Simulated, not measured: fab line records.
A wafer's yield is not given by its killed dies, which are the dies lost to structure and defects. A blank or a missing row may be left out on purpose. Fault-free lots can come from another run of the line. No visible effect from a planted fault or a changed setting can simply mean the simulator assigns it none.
Matching of chambers | flow sky130 | 4 sister chambers for SKY_VIA3_ETCH_14 on rieDiel-04
The step etches BARC in N2/H2, stops on SiO2, time 45.9 s, target depth 60 nm. 4 wafers are shown with their chamber, then 7 later ones without.

## EACH WAFER AND ITS CHAMBER
wafer  | chamber | drypumpMotorCurrentA (A)
L953.1 | 3       | 4.8
L953.3 | 0       | 5.7
L957.2 | 1       | 6.4
L957.4 | 2       | 6.3

## WAFERS WITHOUT THEIR CHAMBER
wafer  | drypumpMotorCurrentA (A)
L957.6 | 6.3
L958.2 | 6.3
L958.3 | 5.7
L958.5 | 4.7
L960.1 | 6.4
L960.3 | 5.7
L960.5 | 4.7

## EACH ONE'S CHAMBER
wafer  | from the rows above     | in truth
L957.6 | can't be placed: 2 or 1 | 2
L958.2 | can't be placed: 2 or 1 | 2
L958.3 | 0                       | 0
L958.5 | 3                       | 3
L960.1 | can't be placed: 1 or 2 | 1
L960.3 | 0                       | 0
L960.5 | 3                       | 3
4 of 7 placed correctly. From these rows, 3 cannot be placed; in 3 the true chamber is one of the candidates. Placed wrongly: 0.
How it was worked out, from the rows above alone: a wafer's distance from a chamber is the root of the sum, over the readings, of the square of ((its reading less the chamber's mean) divided by the reading's scatter). If the next closest chamber is less than 2 further off than the closest, the wafer can't be placed; otherwise it belongs to the closest. Each chamber's mean is taken over the wafers shown for it. The scatter: with one shown wafer a chamber, the root of the mean of the squares of how far each hidden wafer lies from its nearest shown one.
